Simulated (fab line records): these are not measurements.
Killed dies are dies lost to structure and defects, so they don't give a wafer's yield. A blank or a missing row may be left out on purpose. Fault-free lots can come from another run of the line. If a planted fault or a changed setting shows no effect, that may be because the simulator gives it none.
fab line records + flow sky130
[record]
- lots = 6
- wafers = 18
- lastDay = 50
route steps=708 shown VIA3@582 METAL4@598 PAD_OPEN@708
lots with no fault: from the same line, run without faults
startH: the number of hours between the record's first day and the start of the first shown wafer of the lot + waitH: time in hours since the lot's previous step + " the same as in the row above + L1.1+2: a row that stands for several wafers + - no value, or no start was given + * or withheld: withheld + < > ~ a bound
route shown NAME@n: names a module that has steps shown in the file, with the first one's number in the route + usual: mean/standard deviation taken from wafers without a fault + same: alike in all rows + chamber/n: place in a boat + sites: readings site by site + _std_site: their standard deviation + _edge_site: the outer-site mean with the inner-site mean subtracted + radiusMm: how far each site lies from the wafer's centre + mask NAME#n: copy n + behind: tool/chamber where the wafer was last shaped + hold: why the lot was held/for how many hours/how that ended + device: which transistor (n, p or np) failed to switch + end of line: at the end of the route, the tests of the same wafers + for a step that has no rows: nothing shown but its recipe + killed: not the wafer's yield, but the dies lost to structure and defects at the first sort + map: per-die view of a wafer (x killed, . not killed, _ where there is no die)
set.NAME: the run value of the setting; set.NAME@STEP: its run value at that earlier step + model.NAME: the simulator's own value behind a step, which no gauge read
lots at some steps of the route; a table a step, a row a wafer
services: from which hour (startH, from the record's first day; less than 0 if before it) a tool's chamber was out of use, for how many hours, and why
[[steps]]
[step SKY_VIA3_EXPOSE_09]
[recipe]
- maskId = VIM3
- na = 0.8
- sourceShape = annular
- sigmaInner = 0.55
- sigmaOuter = 0.85
- targetCdNm = 200
- doseMj = 38
[step SKY_VIA3_PEB_10]
[recipe]
- pebTempC = withheld
- pebTimeS = withheld
- resist = KrF-thick
[step SKY_VIA3_DEVELOP_11]
[recipe]
- developTimeS = 60
- resist = KrF-thick
- devTempC = 21
[step SKY_VIA3_CD_MEAS_12]
[recipe]
- targetCdNm = 200
[usual]
- cdNm = 200.0/1.4
| lot.wafer | tool     | chamber | startH  | waitH | cdNm  |
|-----------|----------|---------|---------|-------|-------|
| L955.1    | cdSem-01 | -       | 938.64  | -     | 201.7 |
| L955.2    | "        | -       | "       | "     | 201.2 |
| L955.3    | "        | -       | "       | "     | 201.5 |
| L958.1    | cdSem-01 | -       | 965.74  | -     | 201.1 |
| L958.2    | "        | -       | "       | "     | 200.7 |
| L958.5    | "        | -       | "       | "     | 200.0 |
| L961.1    | cdSem-01 | -       | 982.16  | -     | 201.8 |
| L961.2    | "        | -       | "       | "     | 201.7 |
| L961.5    | "        | -       | "       | "     | 201.8 |
| L962.1    | cdSem-01 | -       | 1001.81 | -     | 200.6 |
| L962.2    | "        | -       | "       | "     | 200.6 |
| L962.5    | "        | -       | "       | "     | 201.1 |
| L970.1    | cdSem-01 | -       | 1046.61 | -     | 200.0 |
| L970.2    | "        | -       | "       | "     | 200.1 |
| L970.6    | "        | -       | "       | "     | 200.4 |
| L973.2    | cdSem-01 | -       | 1066.35 | -     | 198.8 |
| L973.4    | "        | -       | "       | "     | 199.0 |
| L973.6    | "        | -       | "       | "     | 200.5 |
[step SKY_VIA3_OVL_MEAS_13]
[usual]
- VIA3_OVL = -1/5.5
| lot.wafer | tool       | chamber | startH  | waitH | VIA3_OVL[nm] |
|-----------|------------|---------|---------|-------|--------------|
| L955.1    | overlay-01 | -       | 938.76  | 0.1   | 4            |
| L955.2    | "          | -       | "       | "     | 4            |
| L955.3    | "          | -       | "       | "     | 10           |
| L958.1    | overlay-01 | -       | 965.86  | 0.1   | -8           |
| L958.2    | "          | -       | "       | "     | -12          |
| L958.5    | "          | -       | "       | "     | -10          |
| L961.1    | overlay-01 | -       | 982.28  | 0.1   | -3           |
| L961.2    | "          | -       | "       | "     | -7           |
| L961.5    | "          | -       | "       | "     | -8           |
| L962.1    | overlay-02 | -       | 1001.93 | 0.1   | 3            |
| L962.2    | "          | -       | "       | "     | -3           |
| L962.5    | "          | -       | "       | "     | 3            |
| L970.1    | overlay-02 | -       | 1046.73 | 0.1   | 10           |
| L970.2    | "          | -       | "       | "     | 1            |
| L970.6    | "          | -       | "       | "     | 2            |
| L973.2    | overlay-01 | -       | 1066.46 | 0.1   | -9           |
| L973.4    | "          | -       | "       | "     | -6           |
| L973.6    | "          | -       | "       | "     | -9           |
[step SKY_VIA3_ETCH_14]
[recipe]
- chemistry = N2/H2
- target = BARC
- ionEnergyEv = 200
- sourceW = 500
- biasW = 100
- pressureMtorr = 30
- n2FlowSccm = 100
- h2FlowSccm = 200
- stopOn = SiO2
- timeS = 45.9
- targetDepthA = 600
[usual]
- drypumpMotorCurrentA = 5.6/0.44
- oesProductAu = 0.854/0.005
- throttleValvePct = 13.225/0.009
[same]
- timeS = 45.9
| lot.wafer | tool       | chamber | startH  | waitH | drypumpMotorCurrentA | oesProductAu | rfHoursCounterH | throttleValvePct |
|-----------|------------|---------|---------|-------|----------------------|--------------|-----------------|------------------|
| L955.1    | rieDiel-04 | 2       | 938.80  | 0.0   | 5.8                  | 0.855        | 7               | 13.231           |
| L955.2    | "          | 1       | "       | "     | 4.8                  | 0.857        | 17              | 13.230           |
| L955.3    | "          | 0       | "       | "     | 5.9                  | 0.855        | 16              | 13.222           |
| L958.1    | rieDiel-01 | 2       | 965.90  | 0.0   | 5.8                  | 0.850        | 26              | 13.237           |
| L958.2    | "          | 0       | "       | "     | 5.8                  | 0.857        | 11              | 13.216           |
| L958.5    | "          | 0       | "       | "     | 5.8                  | 0.854        | -               | 13.223           |
| L961.1    | rieDiel-01 | 1       | 982.31  | 0.0   | 5.1                  | 0.850        | 6               | 13.232           |
| L961.2    | "          | 2       | "       | "     | 5.8                  | 0.849        | 26              | 13.236           |
| L961.5    | "          | 2       | "       | "     | 5.8                  | 0.843        | -               | 13.229           |
| L962.1    | rieDiel-04 | 0       | 1001.96 | 0.0   | 5.9                  | 0.849        | 18              | 13.218           |
| L962.2    | "          | 3       | "       | "     | 6.2                  | 0.847        | 20              | 13.220           |
| L962.5    | "          | 2       | "       | "     | 5.8                  | 0.847        | -               | 13.228           |
| L970.1    | rieDiel-01 | 2       | 1046.76 | 0.0   | 5.8                  | 0.850        | 28              | 13.223           |
| L970.2    | "          | 3       | "       | "     | 5.9                  | 0.856        | 22              | 13.217           |
| L970.6    | "          | 3       | "       | "     | 5.9                  | 0.856        | -               | 13.222           |
| L973.2    | rieDiel-04 | 3       | 1066.49 | 0.0   | 6.2                  | 0.850        | 23              | 13.226           |
| L973.4    | "          | 1       | "       | "     | 4.8                  | 0.855        | 22              | 13.214           |
| L973.6    | "          | 0       | "       | "     | 5.9                  | 0.851        | -               | 13.235           |
[step SKY_VIA3_ETCH_15]
[recipe]
- target = SiO2
- chemistry = C4F8/O2/Ar
- targetDepthNm = 507
- stopOn = TiN
- maskMaterial = KrF-thick
- sourceW = 1500
- biasW = 1200
- pressureMtorr = 40
- c4f8FlowSccm = withheld
- O2_flow_sccm = 6
- Ar_flow_sccm = 300
- timeS = 78
[usual]
- oesProductAu = 0.946/0.0048
[same]
- timeS = 78
| lot.wafer | tool       | chamber | startH  | waitH | oesProductAu | rfHoursCounterH |
|-----------|------------|---------|---------|-------|--------------|-----------------|
| L955.1    | rieDiel-04 | 2       | 938.84  | 0.0   | 0.951        | 7               |
| L955.2    | "          | 1       | "       | "     | 0.947        | 17              |
| L955.3    | "          | 0       | "       | "     | 0.942        | 16              |
| L958.1    | rieDiel-01 | 2       | 965.94  | 0.0   | 0.945        | 26              |
| L958.2    | "          | 0       | "       | "     | 0.950        | 11              |
| L958.5    | "          | 0       | "       | "     | 0.943        | -               |
| L961.1    | rieDiel-01 | 1       | 982.35  | 0.0   | 0.942        | 6               |
| L961.2    | "          | 2       | "       | "     | 0.952        | 26              |
| L961.5    | "          | 2       | "       | "     | 0.946        | -               |
| L962.1    | rieDiel-04 | 0       | 1002.00 | 0.0   | 0.945        | 18              |
| L962.2    | "          | 3       | "       | "     | 0.940        | 20              |
| L962.5    | "          | 2       | "       | "     | 0.952        | -               |
| L970.1    | rieDiel-01 | 2       | 1046.80 | 0.0   | 0.952        | 28              |
| L970.2    | "          | 3       | "       | "     | 0.940        | 22              |
| L970.6    | "          | 3       | "       | "     | 0.950        | -               |
| L973.2    | rieDiel-04 | 3       | 1066.53 | 0.0   | 0.949        | 23              |
| L973.4    | "          | 1       | "       | "     | 0.950        | 22              |
| L973.6    | "          | 0       | "       | "     | 0.949        | -               |
[step SKY_VIA3_STRIP_16]
[recipe]
- chemistry = O2/N2
- powerW = 1400
- pressureMtorr = 1500
- platenTempC = withheld
- o2FlowSccm = 3000
- n2FlowSccm = 300
- overashFraction = 0.5
[usual]
- drypumpMotorCurrentA = 5.92/0.27
- oesProductAu = 0.402/0.0046
- stripTimeToEndpointS = 4.125/0.025
| lot.wafer | tool           | chamber | startH  | waitH | drypumpMotorCurrentA | oesProductAu | rfHoursCounterH | stripTimeToEndpointS |
|-----------|----------------|---------|---------|-------|----------------------|--------------|-----------------|----------------------|
| L955.1    | plasmaAsher-01 | 0       | 938.90  | 0.0   | 5.59                 | 0.403        | 107             | 4.154                |
| L955.2    | "              | 1       | "       | "     | 5.86                 | 0.395        | 107             | 4.104                |
| L955.3    | "              | 1       | "       | "     | 5.89                 | 0.404        | -               | 4.132                |
| L958.1    | plasmaAsher-02 | 1       | 966.00  | 0.0   | 6.27                 | 0.395        | 22              | 4.109                |
| L958.2    | "              | 0       | "       | "     | 5.91                 | 0.403        | 22              | 4.164                |
| L958.5    | "              | 1       | "       | "     | 6.28                 | 0.402        | -               | 4.126                |
| L961.1    | plasmaAsher-02 | 0       | 982.41  | 0.0   | 5.86                 | 0.401        | 23              | 4.193                |
| L961.2    | "              | 1       | "       | "     | 6.30                 | 0.404        | 23              | 4.124                |
| L961.5    | "              | 1       | "       | "     | 6.28                 | 0.402        | -               | 4.136                |
| L962.1    | plasmaAsher-02 | 1       | 1002.06 | 0.0   | 6.28                 | 0.396        | 25              | 4.092                |
| L962.2    | "              | 0       | "       | "     | 5.90                 | 0.399        | 25              | 4.111                |
| L962.5    | "              | 0       | "       | "     | 5.87                 | 0.405        | -               | 4.130                |
| L970.1    | plasmaAsher-03 | 0       | 1046.86 | 0.0   | 6.12                 | 0.399        | 61              | 4.127                |
| L970.2    | "              | 1       | "       | "     | 5.43                 | 0.401        | 61              | 4.113                |
| L970.6    | "              | 1       | "       | "     | 5.44                 | 0.410        | -               | 4.107                |
| L973.2    | plasmaAsher-02 | 1       | 1066.59 | 0.0   | 6.27                 | 0.405        | 32              | 4.138                |
| L973.4    | "              | 1       | "       | "     | 6.29                 | 0.402        | -               | 4.125                |
| L973.6    | "              | 1       | "       | "     | 6.26                 | 0.400        | -               | 4.127                |
[step SKY_VIA3_STRIP_17]
[recipe]
- chemistry = postEtchResidueRemover
- timeS = 1200
- tempC = 72.5
[step SKY_VIA3_CLEAN_18]
[recipe]
- chemistry = IPA
- timeS = 180
- tempC = 25
[step SKY_VIA3_CLEAN_19]
[recipe]
- chemistry = O3/DIW
- dry = n2Spin
[step SKY_VIA3_SPUTTER_20]
[recipe]
- material = TiN
- targetThkNm = 20
- chamberPressurePa = 5
- powerW = 4000
- timeS = 80
[usual]
- throttleValvePct = 29.9/0.88
[same]
- timeS = 80
| lot.wafer | tool          | chamber | startH  | waitH | throttleValvePct |
|-----------|---------------|---------|---------|-------|------------------|
| L955.1    | pvdSputter-02 | -       | 939.50  | 0.0   | 30.2             |
| L955.2    | "             | -       | "       | "     | 31.6             |
| L955.3    | "             | -       | "       | "     | 28.2             |
| L958.1    | pvdSputter-04 | -       | 966.59  | 0.0   | 30.3             |
| L958.2    | "             | -       | "       | "     | 29.7             |
| L958.5    | "             | -       | "       | "     | 29.4             |
| L961.1    | pvdSputter-04 | -       | 983.01  | 0.0   | 30.5             |
| L961.2    | "             | -       | "       | "     | 29.0             |
| L961.5    | "             | -       | "       | "     | 28.9             |
| L962.1    | pvdSputter-03 | -       | 1002.66 | 0.0   | 28.7             |
| L962.2    | "             | -       | "       | "     | 30.1             |
| L962.5    | "             | -       | "       | "     | 28.8             |
| L970.1    | pvdSputter-04 | -       | 1047.46 | 0.0   | 29.9             |
| L970.2    | "             | -       | "       | "     | 30.4             |
| L970.6    | "             | -       | "       | "     | 29.0             |
| L973.2    | pvdSputter-03 | -       | 1067.18 | 0.0   | 30.0             |
| L973.4    | "             | -       | "       | "     | 28.6             |
| L973.6    | "             | -       | "       | "     | 30.3             |
[step SKY_VIA3_CVD_21]
[recipe]
- material = W
- targetThkNm = 390
- timeS = 117.31
- tempC = 400
- pressureTorr = 40
[usual]
- heaterPowerW = 766/44
| lot.wafer | tool    | chamber | startH  | waitH | heaterPowerW | sinceWetCleanH | model.W_of_VIA3_CVD_21.thkNm |
|-----------|---------|---------|---------|-------|--------------|----------------|------------------------------|
| L955.1    | cvdW-02 | 1       | 939.56  | 0.0   | 781          | 536            | 389.4                        |
| L955.2    | "       | 0       | "       | "     | 792          | 536            | 390.9                        |
| L955.3    | "       | 0       | "       | "     | 794          | -              | 392                          |
| L958.1    | cvdW-02 | 1       | 966.65  | 0.0   | 806          | 563            | 383.5                        |
| L958.2    | "       | 0       | "       | "     | 802          | 563            | 389.5                        |
| L958.5    | "       | 0       | "       | "     | 803          | -              | 390.7                        |
| L961.1    | cvdW-02 | 1       | 983.07  | 0.0   | 790          | 579            | 390.8                        |
| L961.2    | "       | 0       | "       | "     | 805          | 579            | 562.7                        |
| L961.5    | "       | 1       | "       | "     | 799          | -              | 391.8                        |
| L962.1    | cvdW-02 | 1       | 1002.72 | 0.0   | 766          | 599            | 393.1                        |
| L962.2    | "       | 0       | "       | "     | 787          | 599            | 566.9                        |
| L962.5    | "       | 0       | "       | "     | 811          | -              | 564.7                        |
| L970.1    | cvdW-01 | 0       | 1047.52 | 0.0   | 712          | 130            | 392.9                        |
| L970.2    | "       | 1       | "       | "     | 763          | 130            | 391.4                        |
| L970.6    | "       | 0       | "       | "     | 704          | -              | 388.4                        |
| L973.2    | cvdW-02 | 0       | 1067.24 | 0.0   | 816          | 663            | 394.5                        |
| L973.4    | "       | 0       | "       | "     | 821          | -              | 391                          |
| L973.6    | "       | 1       | "       | "     | 816          | -              | 389.7                        |
[step SKY_VIA3_RS_MEAS_22]
[recipe]
- thkMeasGauge = four-point-probe
- reads = W_of_VIA3_CVD_21+TiN_of_VIA3_SPUTTER_20
[usual]
- VIA3_W_RS = 0.2936/0.0029
| lot.wafer | tool         | chamber | startH  | waitH | VIA3_W_RS[ohm/sq] |
|-----------|--------------|---------|---------|-------|-------------------|
| L955.1    | filmMetro-02 | -       | 939.68  | 0.1   | 0.2941            |
| L955.2    | "            | -       | "       | "     | 0.2934            |
| L955.3    | "            | -       | "       | "     | 0.2930            |
| L958.1    | filmMetro-04 | -       | 966.78  | 0.1   | 0.2984            |
| L958.2    | "            | -       | "       | "     | 0.2939            |
| L958.5    | "            | -       | "       | "     | 0.2924            |
| L961.1    | filmMetro-02 | -       | 983.19  | 0.1   | 0.2942            |
| L961.2    | "            | -       | "       | "     | 0.2036            |
| L961.5    | "            | -       | "       | "     | 0.2928            |
| L962.1    | filmMetro-03 | -       | 1002.85 | 0.1   | 0.2917            |
| L962.2    | "            | -       | "       | "     | 0.2012            |
| L962.5    | "            | -       | "       | "     | 0.2026            |
| L970.1    | filmMetro-04 | -       | 1047.64 | 0.1   | 0.2913            |
| L970.2    | "            | -       | "       | "     | 0.2919            |
| L970.6    | "            | -       | "       | "     | 0.2944            |
| L973.2    | filmMetro-04 | -       | 1067.38 | 0.1   | 0.2899            |
| L973.4    | "            | -       | "       | "     | 0.2922            |
| L973.6    | "            | -       | "       | "     | 0.2934            |
[step SKY_VIA3_THK_MEAS_23]
[recipe]
- thkMeasGauge = xrf
- reads = W_of_VIA3_CVD_21
[usual]
- VIA3_W_THK = 378/6.8
| lot.wafer | tool         | chamber | startH  | waitH | VIA3_W_THK[nm] |
|-----------|--------------|---------|---------|-------|----------------|
| L955.1    | filmMetro-02 | -       | 939.80  | 0.1   | 367            |
| L955.2    | "            | -       | "       | "     | 369            |
| L955.3    | "            | -       | "       | "     | 371            |
| L958.1    | filmMetro-04 | -       | 966.90  | 0.1   | 373            |
| L958.2    | "            | -       | "       | "     | 376            |
| L958.5    | "            | -       | "       | "     | 380            |
| L961.1    | filmMetro-02 | -       | 983.31  | 0.1   | 375            |
| L961.2    | "            | -       | "       | "     | 530            |
| L961.5    | "            | -       | "       | "     | 375            |
| L962.1    | filmMetro-03 | -       | 1002.97 | 0.1   | 385            |
| L962.2    | "            | -       | "       | "     | 553            |
| L962.5    | "            | -       | "       | "     | 550            |
| L970.1    | filmMetro-04 | -       | 1047.76 | 0.1   | 381            |
| L970.2    | "            | -       | "       | "     | 378            |
| L970.6    | "            | -       | "       | "     | 377            |
| L973.2    | filmMetro-04 | -       | 1067.49 | 0.1   | 384            |
| L973.4    | "            | -       | "       | "     | 382            |
| L973.6    | "            | -       | "       | "     | 379            |
[step SKY_VIA3_CMP_24]
[recipe]
- stopOn = SiO2
- tOverpolishS = 20
- downForcePsi = 3.5
- platenRpm = 60
- targetThkNm = 0
- padVelocityMS = 0.94248
[usual]
- headPressurePsi = 3.501/0.0081
- motorCurrentA = 10.9/1.2
- platenRpm = 60.01/0.045
- timeToEndpointS = 95/4.2
| lot.wafer | tool   | chamber | startH  | waitH | headPressurePsi | motorCurrentA | platenRpm | timeToEndpointS |
|-----------|--------|---------|---------|-------|-----------------|---------------|-----------|-----------------|
| L955.2    | cmp-02 | 1       | 939.86  | 0.0   | 3.500           | 11.4          | 59.91     | 91              |
| L955.3    | "      | 2       | "       | "     | 3.504           | 12.4          | 60.02     | 95              |
| L955.1    | "      | 3       | "       | "     | 3.497           | 11.5          | 60.00     | 97              |
| L958.1    | cmp-02 | 3       | 967.06  | 0.1   | 3.515           | 11.6          | 60.08     | 97              |
| L958.2    | "      | 0       | "       | "     | 3.486           | 9.9           | 60.00     | 96              |
| L958.5    | "      | 2       | "       | "     | 3.493           | 12.9          | 59.99     | 98              |
| L961.1    | cmp-01 | 0       | 983.42  | 0.1   | 3.497           | 10.0          | 60.01     | 99              |
| L961.2    | "      | 2       | "       | "     | 3.503           | 9.1           | 59.98     | 138             |
| L961.5    | "      | 0       | "       | "     | 3.493           | 10.3          | 60.04     | 99              |
| L962.2    | cmp-01 | 0       | 1003.03 | 0.0   | 3.505           | 9.6           | 60.01     | 134             |
| L962.1    | "      | 3       | "       | "     | 3.514           | 12.0          | 59.95     | 96              |
| L962.5    | "      | 0       | "       | "     | 3.496           | 9.8           | 59.96     | 136             |
| L970.2    | cmp-02 | 0       | 1047.87 | 0.1   | 3.504           | 8.9           | 59.93     | 93              |
| L970.1    | "      | 1       | "       | "     | 3.512           | 10.8          | 59.97     | 87              |
| L970.6    | "      | 0       | "       | "     | 3.500           | 10.0          | 59.97     | 90              |
| L973.2    | cmp-01 | 2       | 1067.54 | 0.0   | 3.492           | 9.0           | 60.03     | 90              |
| L973.4    | "      | 0       | "       | "     | 3.515           | 10.2          | 59.98     | 92              |
| L973.6    | "      | 3       | "       | "     | 3.493           | 11.6          | 59.98     | 93              |
[step SKY_METAL4_SPUTTER_00]
[recipe]
- material = Ti
- targetThkNm = 15
- powerW = 3000
- timeS = 10
- chamberPressurePa = 0.4
[usual]
- throttleValvePct = 30.0/0.86
[same]
- timeS = 10
| lot.wafer | tool          | chamber | startH  | waitH | throttleValvePct |
|-----------|---------------|---------|---------|-------|------------------|
| L955.1    | pvdSputter-01 | -       | 940.16  | 0.1   | 30.0             |
| L955.2    | "             | -       | "       | "     | 29.4             |
| L955.3    | "             | -       | "       | "     | 30.9             |
| L958.1    | pvdSputter-01 | -       | 967.26  | 0.1   | 30.2             |
| L958.2    | "             | -       | "       | "     | 29.3             |
| L958.5    | "             | -       | "       | "     | 31.0             |
| L961.1    | pvdSputter-03 | -       | 983.67  | 0.2   | 30.2             |
| L961.2    | "             | -       | "       | "     | 30.6             |
| L961.5    | "             | -       | "       | "     | 31.1             |
| L962.1    | pvdSputter-02 | -       | 1003.33 | 0.1   | 28.1             |
| L962.2    | "             | -       | "       | "     | 30.1             |
| L962.5    | "             | -       | "       | "     | 28.1             |
| L970.1    | pvdSputter-01 | -       | 1048.12 | 0.1   | 30.9             |
| L970.2    | "             | -       | "       | "     | 29.4             |
| L970.6    | "             | -       | "       | "     | 30.8             |
| L973.2    | pvdSputter-01 | -       | 1067.84 | 0.2   | 29.4             |
| L973.4    | "             | -       | "       | "     | 30.0             |
| L973.6    | "             | -       | "       | "     | 29.6             |
[step SKY_PAD_OPEN_PROBE_99]
[usual]
- defectLimitedYield = 82.8/2
- killed_at_M0_to_M3 = 43/6.4
- killed_at_M4_up = 3.1/2
- killedAtContacts = 24/5.2
- killedAtFrontEnd = 15/4.3
- killedAtOther = 0.2/0.48
- killedDies = 85/9.7
- killedOpen = 47/6.9
- killedShort = 38/6.7
- sort_bin_3_pad_short = 0.9/0.48
- sort_bin_5_function = 10.3/1.6
- sort_bin_6_memory = 6.1/0.97
- sortNPass = 407/9.7
- sortYieldPct = 82.8/2
[same]
- grossDies = 492
- killedAtBackSide = 0
- sort_bin_4_leakage[%] = 0
- sort_bin_8_speed[%] = 0
| lot.wafer | tool      | chamber | startH  | waitH | defectLimitedYield[%] | killed_at_M0_to_M3 | killed_at_M4_up | killedAtContacts | killedAtFrontEnd | killedAtOther | killedDies | killedOpen | killedShort | sort_bin_3_pad_short[%] | sort_bin_5_function[%] | sort_bin_6_memory[%] | sortNPass | sortYieldPct[%] |
|-----------|-----------|---------|---------|-------|-----------------------|--------------------|-----------------|------------------|------------------|---------------|------------|------------|-------------|-------------------------|------------------------|----------------------|-----------|-----------------|
| L958.5    | prober-02 | -       | 1110.35 | 0.2   | 81.5                  | 45                 | 3               | 26               | 17               | 0             | 91         | 50         | 41          | 0.4                     | 9.3                    | 8.7                  | 401       | 81.5            |
| L961.1    | prober-01 | -       | 1123.71 | 0.1   | 85.6                  | 41                 | 3               | 15               | 12               | 0             | 71         | 39         | 32          | 0.8                     | 8.5                    | 5.1                  | 421       | 85.6            |
| L961.2    | prober-01 | -       | 1123.76 | 0.1   | 84.8                  | 45                 | 3               | 20               | 7                | 0             | 75         | 40         | 35          | 0.6                     | 9.6                    | 5.1                  | 417       | 84.8            |
| L961.5    | prober-01 | -       | 1123.91 | 0.2   | 83.9                  | 43                 | 4               | 19               | 13               | 0             | 79         | 41         | 38          | 1.0                     | 9.1                    | 5.9                  | 413       | 83.9            |
| L962.1    | prober-02 | -       | 1139.04 | 0.1   | 85.4                  | 37                 | 4               | 20               | 11               | 0             | 72         | 41         | 31          | 1.2                     | 7.9                    | 5.5                  | 420       | 85.4            |
| L962.2    | prober-02 | -       | 1139.09 | 0.1   | 80.5                  | 44                 | 1               | 33               | 17               | 1             | 96         | 53         | 43          | 1.0                     | 13.0                   | 5.5                  | 396       | 80.5            |
| L962.5    | prober-02 | -       | 1139.24 | 0.2   | 79.9                  | 44                 | 4               | 32               | 19               | 0             | 99         | 58         | 41          | 1.2                     | 11.8                   | 7.1                  | 393       | 79.9            |
| L973.2    | prober-01 | -       | 1190.15 | 0.1   | 80.7                  | 48                 | 3               | 25               | 18               | 1             | 95         | 53         | 42          | 0.8                     | 13.0                   | 5.5                  | 397       | 80.7            |
| L973.4    | prober-01 | -       | 1190.25 | 0.2   | 82.1                  | 47                 | 6               | 24               | 11               | 0             | 88         | 55         | 33          | 0.8                     | 11.8                   | 5.3                  | 404       | 82.1            |
| L973.6    | prober-01 | -       | 1190.35 | 0.2   | 83.9                  | 47                 | 2               | 23               | 7                | 0             | 79         | 46         | 33          | 0.6                     | 9.8                    | 5.7                  | 413       | 83.9            |
// killed by level:class
L958.5 VIA2:geometricParticle:open=10 CONTACT:geometricParticle:open=10 LI_CONTACT:geometricParticle:open=8 VIA1:geometricParticle:open=7 VIA3:geometricParticle:open=6 POLY_GATE:geometricParticle:short=5 VIA1:geometricParticle:short=5 CONTACT:geometricParticle:short=5
L961.1 VIA1:geometricParticle:open=10 CONTACT:geometricParticle:open=9 VIA2:geometricParticle:open=8 POLY_GATE:geometricParticle:short=6 METAL1:geometricParticle:short=6 LI_CONTACT:geometricParticle:open=4 METAL2:geometricParticle:short=4 FIELD_ISO:geometricParticle:open=3
L961.2 VIA1:geometricParticle:open=10 CONTACT:geometricParticle:open=7 METAL1:geometricParticle:short=7 LI_CONTACT:geometricParticle:open=6 VIA3:geometricParticle:open=6 CONTACT:geometricParticle:short=5 VIA3:geometricParticle:short=5 VIA1:geometricParticle:short=4
L961.5 VIA1:geometricParticle:open=9 METAL2:geometricParticle:short=8 CONTACT:geometricParticle:open=6 VIA3:geometricParticle:open=6 VIA1:geometricParticle:short=5 VIA3:geometricParticle:short=5 LI_CONTACT:geometricParticle:open=4 LOCAL_INTERCONNECT:geometricParticle:short=4
L962.1 VIA1:geometricParticle:open=13 LI_CONTACT:geometricParticle:open=8 METAL4:geometricParticle:short=4 CONTACT:geometricParticle:short=4 CONTACT:geometricParticle:open=4 METAL1:geometricParticle:short=4 POLY_GATE:geometricParticle:open=3 POLY_GATE:geometricParticle:short=3
L962.2 VIA1:geometricParticle:open=19 CONTACT:geometricParticle:open=12 LI_CONTACT:geometricParticle:open=9 CONTACT:geometricParticle:short=7 FIELD_ISO:geometricParticle:open=6 VIA1:geometricParticle:short=6 METAL1:geometricParticle:short=6 FIELD_ISO:geometricParticle:short=4
L962.5 VIA1:geometricParticle:open=17 VIA2:geometricParticle:open=10 CONTACT:geometricParticle:open=8 LI_CONTACT:geometricParticle:open=7 CONTACT:geometricParticle:short=7 POLY_GATE:geometricParticle:short=6 LOCAL_INTERCONNECT:geometricParticle:short=6 FIELD_ISO:geometricParticle:short=5
L973.2 VIA1:geometricParticle:open=12 CONTACT:geometricParticle:open=12 VIA3:geometricParticle:open=8 POLY_GATE:geometricParticle:short=7 LOCAL_INTERCONNECT:geometricParticle:short=6 FIELD_ISO:geometricParticle:short=4 METAL1:geometricParticle:short=4 LI_CONTACT:geometricParticle:open=4
L973.4 VIA1:geometricParticle:open=16 CONTACT:geometricParticle:open=9 LI_CONTACT:geometricParticle:open=7 VIA2:geometricParticle:open=6 VIA3:geometricParticle:open=6 VIA1:geometricParticle:short=5 METAL4:geometricParticle:short=5 POLY_GATE:geometricParticle:open=4
L973.6 VIA1:geometricParticle:open=12 VIA3:geometricParticle:open=10 CONTACT:geometricParticle:open=7 LI_CONTACT:geometricParticle:open=6 LOCAL_INTERCONNECT:geometricParticle:short=5 VIA1:geometricParticle:short=5 CONTACT:geometricParticle:short=4 METAL1:geometricParticle:short=4
[[services]]
| tool           | chamber | startH  | hours | kind                          |
|----------------|---------|---------|-------|-------------------------------|
| cmp-01         | -       | 916.41  | 6.4   | pm                            |
| cmp-02         | -       | 916.41  | -     | consumableReplace:conditioner |
| cmp-02         | -       | 916.41  | -     | consumableReplace:pad         |
| cvdW-02        | 0       | 927.33  | 9.6   | repair                        |
| rieDiel-04     | 3       | 934.55  | 16.0  | repair                        |
| pvdSputter-02  | -       | 937.49  | 1.6   | repair                        |
| rieDiel-04     | 0       | 947.99  | 9.5   | repair                        |
| rieDiel-01     | 3       | 961.16  | 3.8   | repair                        |
| cvdW-01        | 1       | 971.38  | 4.8   | repair                        |
| cmp-01         | -       | 981.64  | 1.1   | repair                        |
| rieDiel-04     | 3       | 989.03  | 6.4   | repair                        |
| pvdSputter-03  | -       | 997.27  | 1.2   | repair                        |
| pvdSputter-01  | -       | 1000.03 | 7.2   | repair                        |
| cmp-02         | -       | 1006.37 | 0.3   | repair                        |
| cmp-02         | -       | 1010.78 | 0.5   | repair                        |
| rieDiel-01     | -       | 1014.01 | 15.6  | pm                            |
| rieDiel-04     | -       | 1024.61 | 2.8   | pm                            |
| pvdSputter-02  | -       | 1043.53 | 17.0  | repair                        |
| rieDiel-04     | -       | 1044.61 | 1.1   | repair                        |
| pvdSputter-01  | 2       | 1048.27 | -     | consumableReplace:kit         |
| pvdSputter-01  | 2       | 1048.27 | 18.0  | scheduledDown                 |
| pvdSputter-01  | 2       | 1048.27 | 18.0  | ventCycle                     |
| plasmaAsher-01 | -       | 1055.25 | 9.0   | pm                            |
| cvdW-01        | -       | 1056.48 | 1.3   | repair                        |
[[key]]
[firstSign]
- step = SKY_VIA3_RS_MEAS_22
- reading = VIA3_W_RS
- direction = down
- sigmas = 31
- usual = 0.2936
- struck = 0.2025
[effect]
- step = SKY_VIA3_THK_MEAS_23
- reading = VIA3_W_THK
- direction = up
- sigmas = 24
- usual = 378
- struck = 544
[effect]
- step = SKY_VIA3_CMP_24
- reading = timeToEndpointS
- direction = up
- sigmas = 9.9
- usual = *
- struck = *
[modelEffect]
- step = SKY_VIA3_CVD_21
- value = W_of_VIA3_CVD_21.thkNm
- without = 392.8
- struck = 564.8
metAt SKY_VIA3_CVD_21
struckWafers L961.2,L962.2,L962.5
onsetBetween 966.65 983.07
[fault]
- kind = processParameterDrift
- tool = cvdW-02
- chamber = 0
- onsetH = 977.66
- steps = SKY_VIA3_CVD_21
- channel = targetThkNm
- offset = 171.97
- shape = step
- endH = 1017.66
- actsIn = theseRecipesOnly
- stated = 390
